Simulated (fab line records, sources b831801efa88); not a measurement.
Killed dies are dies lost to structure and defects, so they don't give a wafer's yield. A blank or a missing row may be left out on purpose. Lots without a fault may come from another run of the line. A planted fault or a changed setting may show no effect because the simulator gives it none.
Chamber matching | flow gf180mcu | GF_CONTACT_CVD_02 on pecvd-03: 3 sister chambers
The step deposits SiO2 from TEOS, target thk 860 nm, time 95.992 s. 3 wafers are shown with their chamber, then 9 later ones without.

WAFERS WITH THEIR CHAMBER
wafer  | chamber | heater_power_w (W)
L089.1 | 0       | 812
L089.3 | 2       | 675
L089.4 | 1       | 711

WAFERS WITHOUT THEIR CHAMBER
wafer  | heater_power_w (W)
L091.1 | 799
L091.3 | 624
L091.5 | 847
L093.1 | 568
L093.2 | 791
L093.6 | 696
L097.1 | 627
L097.2 | 715
L097.3 | 810

WHICH CHAMBER EACH WENT THROUGH
wafer  | from the rows above     | in truth
L091.1 | can't be placed: 0 or 1 | 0
L091.3 | can't be placed: 2 or 1 | 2
L091.5 | 0                       | 0
L093.1 | can't be placed: 2 or 1 | 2
L093.2 | can't be placed: 0 or 1 | 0
L093.6 | can't be placed: 1 or 2 | 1
L097.1 | can't be placed: 2 or 1 | 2
L097.2 | can't be placed: 1 or 2 | 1
L097.3 | 0                       | 0
Placed correctly: 2 of 9. Can't be placed from these rows: 7 (the true chamber is among the candidates in 7). Placed wrongly: 0.
How it was worked out, from the rows above alone: a wafer's distance from a chamber is the root of the sum, over the readings, of the square of ((its reading less the chamber's mean) divided by the reading's scatter). The wafer belongs to the nearest chamber; if the next one is less than 2 further off, it can't be placed. A chamber's mean is the mean of its shown wafers. The scatter: with one shown wafer a chamber, the root of the mean of the squares of how far each hidden wafer lies from its nearest shown one.
